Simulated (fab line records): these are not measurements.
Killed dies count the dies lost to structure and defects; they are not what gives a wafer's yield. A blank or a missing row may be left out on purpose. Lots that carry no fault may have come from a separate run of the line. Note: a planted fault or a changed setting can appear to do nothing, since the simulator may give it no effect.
One fault through the eyes of 2 desks -- flow gf180mcu -- what lay behind the numbers comes last; until then each desk has only its own

THE METROLOGY DESK
What the gauges read for every lot (on any tool): the sampled wafers with a number, averaged. The brackets show how far a lot's mean lies from the usual mean; more than 4 standard deviations puts the lot out of limits, marked OUT.
Columns: A = CONTACT_CVD_02_THK at GF_CONTACT_THK_MEAS_03, usual 860 nm; B = M1_ALCU_THK at GF_M1_THK_MEAS_06, usual 446 nm
lot,first seen here,A,B
L373,day 15 18:11,860,449
L374,day 16 00:22,867,439
L376,day 16 18:57,858,454
L377,day 16 23:47,862,440
L378,day 17 13:50,852,448
L379,day 17 19:40,857,438
L381,day 18 11:22,852,453
L384,day 19 12:40,850,447
L385,day 20 02:04,871,451
L386,day 20 05:49,854,467
L389,day 21 06:28,877,451
L394,day 22 19:27,845,440
L395,day 23 13:55,876,442
This desk found nothing out of limits on any of the 13 lots.

THE TOOL OWNER'S DESK: pvdSputter-04
The tool's own readings at GF_M1_SPUTTER_04 (material TiN, target thk 50 nm, time 41.7 s): means of the sampled wafers that have a number, for each lot that ran on this tool. The brackets show how far a lot's mean lies from the usual mean; more than 4 standard deviations puts the lot out of limits, marked OUT.
Columns: A = throttleValvePct at GF_M1_SPUTTER_04, usual 30.0 %
lot,first seen here,A
L376,day 17 20:06,29.1
L378,day 18 15:21,29.8
L381,day 19 13:33,30.2
L384,day 20 14:30,30.6
L386,day 21 07:28,29.4
L389,day 22 08:01,30.6
This desk found nothing out of limits on any of the 6 lots.

ALL TOGETHER
Metrology desk: nothing out of limits seen.
The desk of the tool owner found nothing out of limits.

WHAT THE SIMULATOR PUT IN
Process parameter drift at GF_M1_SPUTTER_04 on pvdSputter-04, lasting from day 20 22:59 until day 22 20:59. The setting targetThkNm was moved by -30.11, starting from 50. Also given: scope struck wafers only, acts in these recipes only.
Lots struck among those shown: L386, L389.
